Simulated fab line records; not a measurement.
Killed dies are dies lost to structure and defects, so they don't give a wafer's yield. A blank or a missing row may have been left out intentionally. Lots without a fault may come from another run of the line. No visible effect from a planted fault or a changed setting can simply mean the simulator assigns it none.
fab line records    flow sfq_line
record lots=5  wafers=27
route steps=325 shown I5@228 C5@247 M6@263 I6@277 M8@319
start_h: the number of hours between the record's first day and the start of the first shown wafer of the lot    wait_h: hours elapsed since this lot's preceding step    " as in the row above    L1.1+2: a row that stands for several wafers    - value missing, or start not given    * or withheld: withheld    < > ~ a bound
route shown NAME@n: NAME is a module with steps in the file, n the number in the route of the first one    usual: mean/standard deviation taken from wafers without a fault    same: alike in all rows    chamber/n: place in a boat    sites: the reading at each site    _std_site: their standard deviation    _edge_site: mean of outer sites minus mean of inner sites    radius_mm: for every site, how far away it sits from the centre of the wafer    mask NAME#n: copy n    behind: the last tool/chamber to shape the wafer    hold: reason for holding the lot/hours on hold/outcome of the hold    device: transistor that didn't switch, given as n, p or np    end of line: at the end of the route, the tests of the same wafers    a step without rows: its recipe alone    killed: not the wafer's yield, but the dies lost to structure and defects at the first sort    map: a wafer's dies, marking killed ones x, the rest . and places with no die _
set.NAME: the setting the step ran with; set.NAME@STEP: the setting that earlier step ran with    model.NAME: the simulator's own value behind a step, which no gauge read
one table per step and one row per wafer, for lots whose settings were changed on purpose
## steps
# step SFQ_TRILAYER_A5C_DEP_PECVD_142
# recipe material=SiO2  temp_c=150  time_s=15.556  pressure_torr=2.4  rf_w=183.3  precursor=SiH4/N2O  target_thk_nm=70
lot.wafer  tool      chamber  start_h  wait_h  set.time_s  model.SiO2_of_TRILAYER_A5C_DEP_PECVD_142.thk_nm
L079.1     pecvd-02  0        1251.52  0.0     15.556      69.44
L079.2     "         2        "        "       15.556      69.95
L079.3     "         1        "        "       15.556      69.89
L079.4     "         0        "        "       15.556      70.6
L079.5     "         2        "        "       15.556      70.76
L079.6     "         1        "        "       15.556      70.67
L080.1     pecvd-01  1        1261.56  0.0     15.556      68.67
L080.2     "         0        "        "       15.556      69.5
L080.3     "         2        "        "       15.556      68.04
L081.1     pecvd-01  0        1263.93  0.0     15.556      70.26
L081.2     "         1        "        "       15.556      69.15
L081.3     "         2        "        "       15.556      68.3
L081.4     "         1        "        "       15.556      70.32
L081.5     "         2        "        "       15.556      69.78
L081.6     "         0        "        "       15.556      71.52
L084.1     pecvd-02  0        1289.84  0.0     15.556      69.36
L084.2     "         1        "        "       15.556      69.97
L084.3     "         2        "        "       8.147       36.8
L084.4     "         1        "        "       15.556      71.57
L084.5     "         2        "        "       8.147       37.01
L084.6     "         0        "        "       8.147       36.48
L085.1     pecvd-01  1        1299.93  0.0     15.556      68.72
L085.2     "         2        "        "       15.556      68.55
L085.3     "         0        "        "       15.556      70.64
L085.4     "         2        "        "       12.24       54.55
L085.5     "         0        "        "       12.24       57.21
L085.6     "         1        "        "       12.24       55.43
# step SFQ_TRILAYER_I5_LITHO_COAT_149
# recipe resist=BARC  spin_rpm=3000  resist_thk_nm=62
# step SFQ_TRILAYER_I5_LITHO_COAT_144
# recipe resist=KrF  spin_rpm=3000  resist_thk_nm=650
# step SFQ_TRILAYER_C5_BARC_OPEN_VIA_ETCH_210
# recipe mask_material=PR  chemistry=O2  target_depth_nm=125  target=BARC  source_w=500  bias_w=80  pressure_mtorr=30  time_s=41.7
# step SFQ_TRILAYER_C5_ETCH_VIA_ETCH_154
# recipe target=SiO2  mask_material=PR  chemistry=CHF3  target_depth_nm=84  source_w=500  bias_w=80  pressure_mtorr=30  time_s=withheld  stop_on=Nb
# usual oes_product_au=0.895/0.0094
lot.wafer  tool         chamber  start_h  wait_h  set.time_s@TRILAYER_A5C_DEP_PECVD_142  oes_product_au  model.etch.depth_nm  model.C5.feature_depth_nm
L079.1     rie_diel-03  2        1379.99  0.0     *                                      0.885           -                    69.44
L079.2     "            3        "        "       *                                      0.896           -                    69.95
L079.3     "            1        "        "       *                                      0.891           69.89                69.89
L079.4     "            0        "        "       *                                      0.900           -                    70.6
L079.5     "            1        "        "       *                                      0.894           70.76                70.76
L079.6     "            2        "        "       *                                      0.910           70.67                70.67
L080.1     rie_diel-02  3        1409.99  0.0     *                                      0.882           68.67                68.67
L080.2     "            2        "        "       *                                      0.883           69.5                 69.5
L080.3     "            0        "        "       *                                      0.879           68.04                68.04
L081.1     rie_diel-03  1        1412.39  0.0     *                                      0.896           70.26                70.26
L081.2     "            0        "        "       *                                      0.891           -                    69.15
L081.3     "            2        "        "       *                                      0.887           -                    68.3
L081.4     "            3        "        "       *                                      0.901           70.32                70.32
L081.5     "            0        "        "       *                                      0.893           69.78                69.78
L081.6     "            1        "        "       *                                      0.893           -                    71.52
L084.1     rie_diel-02  2        1433.99  0.0     *                                      0.897           69.36                69.36
L084.2     "            0        "        "       *                                      0.891           -                    69.97
L084.3     "            3        "        "       *                                      0.658           -                    36.8
L084.4     "            1        "        "       *                                      0.902           -                    71.57
L084.5     "            1        "        "       *                                      0.652           37.01                37.01
L084.6     "            0        "        "       *                                      0.643           36.48                36.48
L085.1     rie_diel-02  1        1443.59  0.0     *                                      0.891           -                    68.72
L085.2     "            2        "        "       *                                      0.884           -                    68.55
L085.3     "            3        "        "       *                                      0.899           70.64                70.64
L085.4     "            0        "        "       *                                      0.788           54.55                54.55
L085.5     "            2        "        "       *                                      0.796           -                    57.21
L085.6     "            3        "        "       *                                      0.781           55.43                55.43
# step SFQ_TRILAYER_M6_ETCH_METAL_ETCH_162
# recipe target=Nb  stop_on=SiO2  mask_material=PR  chemistry=Cl2/Ar  target_depth_nm=240  icp_w=600  bias_w=80  pressure_mtorr=10  time_s=120
lot.wafer  tool          chamber  start_h  wait_h  set.time_s  set.time_s@TRILAYER_A5C_DEP_PECVD_142  model.SiO2_of_TRILAYER_A5C_DEP_PECVD_142.thk_nm  model.KrF_of_TRILAYER_M6_LITHO_COAT_159.thk_nm
L079.1     rie_metal-04  1        1456.32  0.0     120         15.556                                 61.94                                            376.3
L079.2     "             0        "        "       120         15.556                                 62.45                                            384.5
L079.3     "             1        "        "       82.64       15.556                                 62.4                                             425.2
L079.4     "             0        "        "       82.64       15.556                                 63.1                                             428.3
L079.5     "             0        "        "       120         15.556                                 63.26                                            384.2
L079.6     "             1        "        "       82.64       15.556                                 63.17                                            421
L080.1     rie_metal-01  1        1489.49  0.1     120         15.556                                 61.17                                            379.3
L080.2     "             0        "        "       120         15.556                                 62                                               381.5
L080.3     "             1        "        "       120         15.556                                 60.54                                            380
L081.1     rie_metal-03  1        1491.87  0.0     120         15.556                                 62.76                                            378.8
L081.2     "             0        "        "       120         15.556                                 61.65                                            383.6
L081.3     "             1        "        "       120         15.556                                 60.8                                             376.7
L081.4     "             0        "        "       173.5       15.556                                 52.35                                            324.6
L081.5     "             1        "        "       173.5       15.556                                 51.41                                            312.3
L081.6     "             0        "        "       173.5       15.556                                 53.58                                            324.4
L084.1     rie_metal-04  0        1513.57  0.0     187.1       15.556                                 48.47                                            301.7
L084.2     "             1        "        "       187.1       15.556                                 48.82                                            296.7
L084.3     "             1        "        "       120         8.147                                  29.31                                            378.6
L084.4     "             0        "        "       120         15.556                                 64.07                                            379.9
L084.5     "             1        "        "       120         8.147                                  29.51                                            377.2
L084.6     "             0        "        "       187.1       8.147                                  15.65                                            301.4
L085.1     rie_metal-03  1        1519.57  0.0     120         15.556                                 61.22                                            380.9
L085.2     "             0        "        "       120         15.556                                 61.05                                            386
L085.3     "             1        "        "       120         15.556                                 63.15                                            382.9
L085.4     "             0        "        "       120         12.24                                  47.05                                            386.6
L085.5     "             1        "        "       120         12.24                                  49.71                                            381.4
L085.6     "             0        "        "       120         12.24                                  47.93                                            388.1
# step SFQ_TRILAYER_I6_VIA_BARC_OPEN_VIA_ETCH_235
# recipe mask_material=PR  chemistry=O2  target_depth_nm=125  target=BARC  source_w=500  bias_w=80  pressure_mtorr=30  time_s=41.7
# usual oes_product_au=0.684/0.0049
lot.wafer  tool         chamber  start_h  wait_h  set.time_s  oes_product_au  model.KrF_of_TRILAYER_I6_VIA_LITHO_COAT_169.thk_nm
L079.1     rie_diel-03  1        1522.20  0.0     41.7        0.677           572.5
L079.2     "            0        "        "       65.51       0.635           543.8
L079.3     "            2        "        "       65.51       0.644           545.6
L079.4     "            0        "        "       41.7        0.687           572.3
L079.5     "            1        "        "       65.51       0.633           542.5
L079.6     "            2        "        "       41.7        0.680           575.3
L080.1     rie_diel-03  1        1561.34  0.0     41.7        0.684           575.8
L080.2     "            3        "        "       41.7        0.684           576.7
L080.3     "            2        "        "       41.7        0.684           578.7
L081.1     rie_diel-02  3        1563.74  0.0     24.47       0.906           598.5
L081.2     "            2        "        "       24.47       0.901           598.4
L081.3     "            0        "        "       41.7        0.688           577.5
L081.4     "            1        "        "       41.7        0.684           575.9
L081.5     "            2        "        "       41.7        0.679           576.5
L081.6     "            3        "        "       24.47       0.909           596.8
L084.1     rie_diel-03  1        1582.94  0.0     57.73       0.642           553.7
L084.2     "            0        "        "       41.7        0.684           572
L084.3     "            2        "        "       57.73       0.647           554.3
L084.4     "            2        "        "       41.7        0.671           575.7
L084.5     "            1        "        "       41.7        0.689           572.2
L084.6     "            0        "        "       57.73       0.651           552.8
L085.1     rie_diel-02  1        1585.34  0.0     41.7        0.690           574.1
L085.2     "            0        "        "       33.27       0.755           583.6
L085.3     "            2        "        "       33.27       0.757           585.9
L085.4     "            3        "        "       33.27       0.763           585.2
L085.5     "            3        "        "       41.7        0.680           573.2
L085.6     "            0        "        "       41.7        0.685           575.4
# step SFQ_TRILAYER_M8_DEP_EVAP_197
# recipe material=Ti  angular_spread_deg=1  target_thk_nm=20  time_s=100  power_w=2000
lot.wafer  tool            chamber  start_h  wait_h  set.time_s  model.Ti_of_TRILAYER_M8_DEP_EVAP_197.thk_nm
L079.1     pvd_sputter-01  -        1717.21  0.0     83.52       16.62
L079.2     "               -        "        "       100         20.16
L079.3     "               -        "        "       100         20.24
L079.4     "               -        "        "       100         20.03
L079.5     "               -        "        "       83.52       17.17
L079.6     "               -        "        "       83.52       16.35
L080.1     pvd_sputter-01  -        1737.84  0.0     100         19.41
L080.2     "               -        "        "       100         19.58
L080.3     "               -        "        "       100         19.27
L081.1     pvd_sputter-01  -        1740.24  0.0     100         19.68
L081.2     "               -        "        "       100         20.07
L081.3     "               -        "        "       100         19.78
L081.4     "               -        "        "       100         20.06
L081.5     "               -        "        "       100         19.82
L081.6     "               -        "        "       100         20.19
L084.1     pvd_sputter-02  -        1754.64  0.0     154.3       30.61
L084.2+3   "               -        "        "       100         19.58
L084.4     "               -        "        "       154.3       30.79
L084.5     "               -        "        "       100         19.54
L084.6     "               -        "        "       154.3       30.67
L085.1     pvd_sputter-01  -        1755.84  0.0     48.52       9.594
L085.2     "               -        "        "       100         20.27
L085.3+5   "               -        "        "       48.52       9.679
L085.4     "               -        "        "       100         20.19
L085.6     "               -        "        "       100         20.13
## key
split step=SFQ_TRILAYER_A5C_DEP_PECVD_142  setting=time_s  stated=15.556  by=wafer
response step=SFQ_TRILAYER_A5C_DEP_PECVD_142  reading=model.SiO2_of_TRILAYER_A5C_DEP_PECVD_142.thk_nm  change=+0.693  per=1%  r=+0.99
response step=SFQ_TRILAYER_C5_ETCH_VIA_ETCH_154  reading=oes_product_au  change=+0.0051  per=1%  r=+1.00
response step=SFQ_TRILAYER_C5_ETCH_VIA_ETCH_154  reading=model.etch.depth_nm  change=+0.693  per=1%  r=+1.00
response step=SFQ_TRILAYER_C5_ETCH_VIA_ETCH_154  reading=model.C5.feature_depth_nm  change=+0.693  per=1%  r=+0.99
response step=SFQ_TRILAYER_M6_ETCH_METAL_ETCH_162  reading=model.SiO2_of_TRILAYER_A5C_DEP_PECVD_142.thk_nm  change=+0.613  per=1%  r=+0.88
split step=SFQ_TRILAYER_M6_ETCH_METAL_ETCH_162  setting=time_s  stated=120  by=wafer
response step=SFQ_TRILAYER_M6_ETCH_METAL_ETCH_162  reading=model.KrF_of_TRILAYER_M6_LITHO_COAT_159.thk_nm  change=-1.38  per=1%  r=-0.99
split step=SFQ_TRILAYER_I6_VIA_BARC_OPEN_VIA_ETCH_235  setting=time_s  stated=41.7  by=wafer
response step=SFQ_TRILAYER_I6_VIA_BARC_OPEN_VIA_ETCH_235  reading=oes_product_au  shape=bent  at_lowest=0.906  at_stated=0.683  at_highest=0.637
response step=SFQ_TRILAYER_I6_VIA_BARC_OPEN_VIA_ETCH_235  reading=model.KrF_of_TRILAYER_I6_VIA_LITHO_COAT_169.thk_nm  change=-0.516  per=1%  r=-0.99
split step=SFQ_TRILAYER_M8_DEP_EVAP_197  setting=time_s  stated=100  by=wafer
response step=SFQ_TRILAYER_M8_DEP_EVAP_197  reading=model.Ti_of_TRILAYER_M8_DEP_EVAP_197.thk_nm  change=+0.205  per=1%  r=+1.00
